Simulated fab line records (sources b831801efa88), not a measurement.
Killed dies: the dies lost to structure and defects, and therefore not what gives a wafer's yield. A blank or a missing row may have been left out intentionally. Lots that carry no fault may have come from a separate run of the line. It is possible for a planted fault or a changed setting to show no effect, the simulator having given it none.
The tool behind it: which one? || flow sky130 || 11 lots with 33 wafers sampled at 6 steps, on a route of 708 steps

## WHAT EACH GAUGE READ, for each wafer
SKY_LDD_HVP_TW_MEAS_10.
{"lot": "L567", "measured": "day 22 01:43", "on": "filmMetro-03", "LDD_HVP_TW": "456.2 453.6 458.2"}
{"lot": "L573", "measured": "day 23 22:16", "on": "filmMetro-03", "LDD_HVP_TW": "455.4 452.5 451.4"}
{"lot": "L574", "measured": "day 24 04:32", "on": "filmMetro-04", "LDD_HVP_TW": "450.3 450.9 449.8"}
{"lot": "L575", "measured": "day 24 13:55", "on": "filmMetro-04", "LDD_HVP_TW": "455.1 452.5 454.4"}
{"lot": "L582", "measured": "day 27 06:53", "on": "filmMetro-04", "LDD_HVP_TW": "451.4 450.7 453.1"}
{"lot": "L583", "measured": "day 27 15:40", "on": "filmMetro-02", "LDD_HVP_TW": "458.3 459.4 460.3"}
{"lot": "L585", "measured": "day 28 06:01", "on": "filmMetro-04", "LDD_HVP_TW": "455.6 452.3 455.7"}
{"lot": "L586", "measured": "day 28 09:04", "on": "filmMetro-04", "LDD_HVP_TW": "456.8 454.9 457.2"}
{"lot": "L587", "measured": "day 28 17:36", "on": "filmMetro-02", "LDD_HVP_TW": "459.1 457.5 457.5"}
{"lot": "L588", "measured": "day 29 05:25", "on": "filmMetro-04", "LDD_HVP_TW": "454.7 455.1 454.4"}
{"lot": "L589", "measured": "day 29 22:58", "on": "filmMetro-03", "LDD_HVP_TW": "453.7 456.7 454.8"}

SKY_SPACER_THK_MEAS_01.
{"lot": "L567", "measured": "day 23 10:07", "on": "filmMetro-01", "SPACER_CVD_00_THK (nm)": "43.9 43.7 43.8"}
{"lot": "L573", "measured": "day 25 19:46", "on": "filmMetro-04", "SPACER_CVD_00_THK (nm)": "82.7 83.2 82.6"}
{"lot": "L574", "measured": "day 25 19:47", "on": "filmMetro-02", "SPACER_CVD_00_THK (nm)": "82.2 82.3 81.9"}
{"lot": "L575", "measured": "day 25 22:02", "on": "filmMetro-04", "SPACER_CVD_00_THK (nm)": "82.2 81.9 81.8"}
{"lot": "L582", "measured": "day 28 13:50", "on": "filmMetro-01", "SPACER_CVD_00_THK (nm)": "43.4 43.7 43.7"}
{"lot": "L583", "measured": "day 28 22:19", "on": "filmMetro-01", "SPACER_CVD_00_THK (nm)": "43.5 43.3 43.4"}
{"lot": "L585", "measured": "day 29 12:22", "on": "filmMetro-02", "SPACER_CVD_00_THK (nm)": "43.0 43.3 43.3"}
{"lot": "L586", "measured": "day 29 14:49", "on": "filmMetro-04", "SPACER_CVD_00_THK (nm)": "42.9 42.6 42.9"}
{"lot": "L587", "measured": "day 30 01:28", "on": "filmMetro-04", "SPACER_CVD_00_THK (nm)": "43.4 44.0 43.7"}
{"lot": "L588", "measured": "day 30 11:19", "on": "filmMetro-04", "SPACER_CVD_00_THK (nm)": "43.1 43.9 43.5"}
{"lot": "L589", "measured": "day 31 04:26", "on": "filmMetro-01", "SPACER_CVD_00_THK (nm)": "43.3 43.4 43.5"}

SKY_POLY_CUT_OVL_MEAS_09.
{"lot": "L567", "measured": "day 24 15:41", "on": "overlay-02", "POLY_CUT_OVL (nm)": "0 -3 3"}
{"lot": "L582", "measured": "day 29 18:12", "on": "overlay-02", "POLY_CUT_OVL (nm)": "-1 1 -2"}
{"lot": "L583", "measured": "day 30 02:45", "on": "overlay-01", "POLY_CUT_OVL (nm)": "0 -2 -1"}
{"lot": "L585", "measured": "day 30 16:55", "on": "overlay-01", "POLY_CUT_OVL (nm)": "-7 -5 -3"}
{"lot": "L586", "measured": "day 30 19:02", "on": "overlay-02", "POLY_CUT_OVL (nm)": "5 4 5"}
{"lot": "L587", "measured": "day 31 05:25", "on": "overlay-02", "POLY_CUT_OVL (nm)": "-6 -1 0"}
{"lot": "L588", "measured": "day 31 15:24", "on": "overlay-02", "POLY_CUT_OVL (nm)": "-6 -3 -4"}
{"lot": "L589", "measured": "day 32 08:01", "on": "overlay-01", "POLY_CUT_OVL (nm)": "2 1 2"}

SKY_SD_P_CD_MEAS_07: target cd 380 nm.
{"lot": "L567", "measured": "day 25 21:31", "on": "cdSem-02", "cdNm (nm)": "377.9 377.7 377.8"}
{"lot": "L582", "measured": "day 30 21:11", "on": "cdSem-02", "cdNm (nm)": "379.0 380.3 379.1"}
{"lot": "L583", "measured": "day 31 06:52", "on": "cdSem-01", "cdNm (nm)": "380.6 378.1 382.8"}
{"lot": "L585", "measured": "day 31 20:25", "on": "cdSem-02", "cdNm (nm)": "379.6 377.9 379.9"}
{"lot": "L586", "measured": "day 31 22:28", "on": "cdSem-01", "cdNm (nm)": "382.4 382.2 383.5"}
{"lot": "L587", "measured": "day 32 10:13", "on": "cdSem-01", "cdNm (nm)": "379.9 379.1 378.8"}
{"lot": "L588", "measured": "day 32 18:23", "on": "cdSem-01", "cdNm (nm)": "378.0 376.5 376.4"}
{"lot": "L589", "measured": "day 33 10:32", "on": "cdSem-02", "cdNm (nm)": "382.4 381.7 385.2"}

## EACH LOT AND THE TOOL THAT RAN IT (in order: tool; ch and the chambers of the sampled wafers; start)
{"lot": "L567", "SKY_SPACER_CVD_00": "lpcvd-02 ch 1, day 23 08:55", "SKY_SPACER_ETCHBACK_02": "rieDiel-03 ch 2,3, day 23 10:11"}
{"lot": "L573", "SKY_SPACER_CVD_00": "lpcvd-02 ch 0, day 25 18:33", "SKY_SPACER_ETCHBACK_02": "rieDiel-02 ch 0,1, day 25 19:49"}
{"lot": "L574", "SKY_SPACER_CVD_00": "lpcvd-02 ch 0, day 25 18:33", "SKY_SPACER_ETCHBACK_02": "rieDiel-04 ch 0,1,2, day 25 19:49"}
{"lot": "L575", "SKY_SPACER_CVD_00": "lpcvd-02 ch 0, day 25 20:49", "SKY_SPACER_ETCHBACK_02": "rieDiel-04 ch 1,2,3, day 25 22:05"}
{"lot": "L582", "SKY_SPACER_CVD_00": "lpcvd-02 ch 1, day 28 12:36", "SKY_SPACER_ETCHBACK_02": "rieDiel-04 ch 1,2, day 28 13:52"}
{"lot": "L583", "SKY_SPACER_CVD_00": "lpcvd-02 ch 0, day 28 21:07", "SKY_SPACER_ETCHBACK_02": "rieDiel-04 ch 0,1,2, day 28 22:22"}
{"lot": "L585", "SKY_SPACER_CVD_00": "lpcvd-02 ch 1, day 29 11:09", "SKY_SPACER_ETCHBACK_02": "rieDiel-04 ch 1,2,3, day 29 12:25"}
{"lot": "L586", "SKY_SPACER_CVD_00": "lpcvd-02 ch 1, day 29 13:37", "SKY_SPACER_ETCHBACK_02": "rieDiel-02 ch 1,3, day 29 14:53"}
{"lot": "L587", "SKY_SPACER_CVD_00": "lpcvd-02 ch 1, day 30 00:16", "SKY_SPACER_ETCHBACK_02": "rieDiel-04 ch 2,3, day 30 01:32"}
{"lot": "L588", "SKY_SPACER_CVD_00": "lpcvd-02 ch 0, day 30 10:05", "SKY_SPACER_ETCHBACK_02": "rieDiel-04 ch 0,2, day 30 11:22"}
{"lot": "L589", "SKY_SPACER_CVD_00": "lpcvd-02 ch 1, day 31 03:13", "SKY_SPACER_ETCHBACK_02": "rieDiel-04 ch 0,3, day 31 04:29"}
- SKY_SPACER_CVD_00: deposits Si3N4 from DCS/NH3, target thk 43.1 nm, time 740 s.
- SKY_SPACER_ETCHBACK_02: etches Si3N4 in CH3F/O2, stops on SiO2, time 46.7 s, target depth 45 nm.

## AS READ BY THE TOOLS THEMSELVES (means over the sampled wafers that have a number; for cases with no such wafer, the mark the record gives instead)
SKY_SPACER_CVD_00.
{"lot": "L567", "tool": "lpcvd-02", "spikeTcBottomC (C)": 789.2, "susceptorTempC (C)": 770.1, "zonePowerLowerPct (%)": 15.1, "zonePowerUpperPct (%)": 13.2}
{"lot": "L573", "tool": "lpcvd-02", "spikeTcBottomC (C)": 790.6, "susceptorTempC (C)": 769.6, "zonePowerLowerPct (%)": 11.8, "zonePowerUpperPct (%)": 14.4}
{"lot": "L574", "tool": "lpcvd-02", "spikeTcBottomC (C)": 791.0, "susceptorTempC (C)": 770.0, "zonePowerLowerPct (%)": 11.8, "zonePowerUpperPct (%)": 14.2}
{"lot": "L575", "tool": "lpcvd-02", "spikeTcBottomC (C)": 790.6, "susceptorTempC (C)": 769.9, "zonePowerLowerPct (%)": 11.8, "zonePowerUpperPct (%)": 14.2}
{"lot": "L582", "tool": "lpcvd-02", "spikeTcBottomC (C)": 789.5, "susceptorTempC (C)": 769.8, "zonePowerLowerPct (%)": 15.2, "zonePowerUpperPct (%)": 13.2}
{"lot": "L583", "tool": "lpcvd-02", "spikeTcBottomC (C)": 790.5, "susceptorTempC (C)": 769.7, "zonePowerLowerPct (%)": 11.7, "zonePowerUpperPct (%)": 14.2}
{"lot": "L585", "tool": "lpcvd-02", "spikeTcBottomC (C)": 790.2, "susceptorTempC (C)": 770.0, "zonePowerLowerPct (%)": 15.1, "zonePowerUpperPct (%)": 13.1}
{"lot": "L586", "tool": "lpcvd-02", "spikeTcBottomC (C)": 790.4, "susceptorTempC (C)": 770.3, "zonePowerLowerPct (%)": 15.1, "zonePowerUpperPct (%)": 12.9}
{"lot": "L587", "tool": "lpcvd-02", "spikeTcBottomC (C)": 790.8, "susceptorTempC (C)": 769.8, "zonePowerLowerPct (%)": 15.2, "zonePowerUpperPct (%)": 13.0}
{"lot": "L588", "tool": "lpcvd-02", "spikeTcBottomC (C)": 790.9, "susceptorTempC (C)": 770.2, "zonePowerLowerPct (%)": 11.9, "zonePowerUpperPct (%)": 14.3}
{"lot": "L589", "tool": "lpcvd-02", "spikeTcBottomC (C)": 790.4, "susceptorTempC (C)": 770.1, "zonePowerLowerPct (%)": 15.0, "zonePowerUpperPct (%)": 13.0}

SKY_SPACER_ETCHBACK_02.
{"lot": "L567", "tool": "rieDiel-03", "drypumpMotorCurrentA (A)": 5.5, "oesProductAu (a.u.)": 0.865, "rfFwdPowerW (W)": 394.9, "throttleValvePct (%)": 10.561}
{"lot": "L573", "tool": "rieDiel-02", "drypumpMotorCurrentA (A)": 5.9, "oesProductAu (a.u.)": 0.993, "rfFwdPowerW (W)": 397.9, "throttleValvePct (%)": 10.580}
{"lot": "L574", "tool": "rieDiel-04", "drypumpMotorCurrentA (A)": 5.9, "oesProductAu (a.u.)": 0.996, "rfFwdPowerW (W)": 394.1, "throttleValvePct (%)": 10.578}
{"lot": "L575", "tool": "rieDiel-04", "drypumpMotorCurrentA (A)": 5.4, "oesProductAu (a.u.)": 0.999, "rfFwdPowerW (W)": 394.0, "throttleValvePct (%)": 10.586}
{"lot": "L582", "tool": "rieDiel-04", "drypumpMotorCurrentA (A)": 5.9, "oesProductAu (a.u.)": 0.860, "rfFwdPowerW (W)": 394.6, "throttleValvePct (%)": 10.561}
{"lot": "L583", "tool": "rieDiel-04", "drypumpMotorCurrentA (A)": 5.9, "oesProductAu (a.u.)": 0.856, "rfFwdPowerW (W)": 394.0, "throttleValvePct (%)": 10.558}
{"lot": "L585", "tool": "rieDiel-04", "drypumpMotorCurrentA (A)": 5.4, "oesProductAu (a.u.)": 0.861, "rfFwdPowerW (W)": 394.5, "throttleValvePct (%)": 10.560}
{"lot": "L586", "tool": "rieDiel-02", "drypumpMotorCurrentA (A)": 5.4, "oesProductAu (a.u.)": 0.850, "rfFwdPowerW (W)": 396.1, "throttleValvePct (%)": 10.563}
{"lot": "L587", "tool": "rieDiel-04", "drypumpMotorCurrentA (A)": 5.9, "oesProductAu (a.u.)": 0.861, "rfFwdPowerW (W)": 394.1, "throttleValvePct (%)": 10.556}
{"lot": "L588", "tool": "rieDiel-04", "drypumpMotorCurrentA (A)": 6.4, "oesProductAu (a.u.)": 0.858, "rfFwdPowerW (W)": 395.1, "throttleValvePct (%)": 10.567}
{"lot": "L589", "tool": "rieDiel-04", "drypumpMotorCurrentA (A)": 5.9, "oesProductAu (a.u.)": 0.861, "rfFwdPowerW (W)": 396.4, "throttleValvePct (%)": 10.557}

## THE ANSWER, worked out from the rows above alone
Rule: the lots themselves supply what counts as usual. Put in order of their means at a reading, lots are off if they are a third of the lots or fewer, leave a main group of 4 or more, and stand apart from it by a gap of 3 or more times the standard deviation of the main group's means; of several such gaps the widest counts. The tables above print the reading to a certain number of digits; a main group whose means all agree to those digits is not used. Also off: a lot with no number at a reading for which 4 or more lots have one. Any other lot the step has rows for is counted as sound. First the gauges in route order, then the tools' own readings, where a lot's mean is used as printed above. The first step at which some lot is off is used, and at that step the reading that is off furthest; a lot without a number counts as furthest.
Off: at SKY_SPACER_THK_MEAS_01 (SPACER_CVD_00_THK), L573, L574, L575. Main group: mean 43.4 nm, sd 0.29.
A tool fits if, at a process step before that reading, it ran every lot that is off, and no sound lot after the first of them. Not tried: the gauges at SKY_SPACER_THK_MEAS_01; whatever is off there is also off at SKY_SPACER_ETCHBACK_02, on other tools, and gauge error can't account for it. Of those tried, none fits.

## WHAT WAS PUT IN BY THE SIMULATOR
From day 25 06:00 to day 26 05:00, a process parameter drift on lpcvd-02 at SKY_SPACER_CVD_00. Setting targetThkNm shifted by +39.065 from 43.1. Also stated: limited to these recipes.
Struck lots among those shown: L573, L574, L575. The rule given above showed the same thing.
